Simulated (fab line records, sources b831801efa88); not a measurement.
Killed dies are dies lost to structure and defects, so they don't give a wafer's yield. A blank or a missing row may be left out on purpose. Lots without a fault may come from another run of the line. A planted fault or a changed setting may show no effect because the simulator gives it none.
Problem report in the 8D (eight disciplines) form, filled by code | flow gf180mcu | the parts of the form that need people (team, actions taken, sign-off) are left out

1. THE PROBLEM
V1_W_RS at GF_V1_RS_MEAS_24 reads a mean of 0.4226 ohm/sq on 6 wafers of 2 lots; wafers without a fault read 0.3269 ohm/sq with a standard deviation of 0.003. That is +32 standard deviations from the usual mean.
The step: measures by four-point-probe.
First seen on wafer L726.3, day 23 15:58, on film_metro-02. The record holds 33 wafers of 11 lots with a number at this step. Rule for "out", or "out of limits": more than 4 standard deviations from the usual mean. The other wafers with a number count as sound.

2. WHAT IT IS AND WHAT IT IS NOT
question                    | is                           | is not
which readings at this step | V1_W_RS                      | -
which lots                  | L726, L728                   | L711, L713, L714, L721, L722, L727, L731, L733, L734
which wafers of those lots  | all that have a number       | -
read on which gauges        | film_metro-01, film_metro-02 | film_metro-04
when                        | from day 23 15:58            | up to then (15 sound wafers); but 12 sound wafers of L727, L731, L733, L734 came after

3. SUSPECTS, AND WHAT RULES EACH OUT
Counting: a tool at a process step up to the reading stays a suspect if it ran every lot that is out and no sound lot after the first of them.
- the gauge at GF_V1_RS_MEAS_24: ruled out. The wafers that are out were read on 2 gauges (film_metro-01, film_metro-02).
- pvd_sputter-02 at GF_V1_SPUTTER_21 (material Ti, target thk 15 nm, time 80.02 s): ruled out as a lasting fault. Sound lots L733 ran on it after its first lot that is out, L726 (day 23 15:43).
- pvd_sputter-02 at GF_V1_SPUTTER_22 (material TiN, target thk 10 nm, time 40 s): ruled out as a lasting fault. Sound lots L733 ran on it after its first lot that is out, L726 (day 23 15:46).
- cvd_w-01 at GF_V1_CVD_23 (deposits W, target thk 350 nm, time 105.05 s): ruled out as a lasting fault. Sound lots L734 ran on it after its first lot that is out, L726 (day 23 15:50).
Left after counting: nothing in the record.

4. THE CAUSE (what the simulator had put in)
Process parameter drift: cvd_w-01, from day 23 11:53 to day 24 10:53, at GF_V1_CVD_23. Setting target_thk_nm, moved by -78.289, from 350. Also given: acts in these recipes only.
Counting ruled it out, wrongly: the rule takes a fault to strike every lot that its tool runs from its start on, and this one did not.

5. THE CHAIN OF EFFECTS, in route order
Each row: a reading whose mean over the struck wafers that have a number lies more than 3 standard deviations from the usual. Only readings for which the record gives a usual standard deviation are gone through. hours: the time from each lot's start at the first step in this table that gives one to its start at this step, as a median over the lots. sigmas: the change in usual standard deviations.
hours | step              | reading            | usual         | on struck wafers | change  | sigmas
0     | GF_V1_RS_MEAS_24  | V1_W_RS            | 0.3269 ohm/sq | 0.4226           | +0.0957 | +32
2     | GF_V1_THK_MEAS_25 | V1_W_THK           | 361 nm        | 277              | -84     | -19
5     | GF_V1_CMP_26      | time_to_endpoint_s | 83 s          | 67               | -16     | -3.8
The process steps in it:
- GF_V1_CMP_26: polishes, stops on SiO2, t overpolish 15 s, target thk 0 nm.
Later measuring or inspecting steps at which every struck wafer that the step has a row for has a number for every such reading, and none has moved that far: GF_M2_RS_MEAS_05.

6. WHAT WOULD HAVE CAUGHT IT SOONER
In this record the first reading out of limits at a measuring or inspecting step was taken at day 23 15:58, 4 hours after the fault began at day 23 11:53.
Of the tool readings at GF_V1_CVD_23 for which the record gives a usual standard deviation, none was out on any struck wafer, so an alarm limit of 4 standard deviations on them would not have fired.
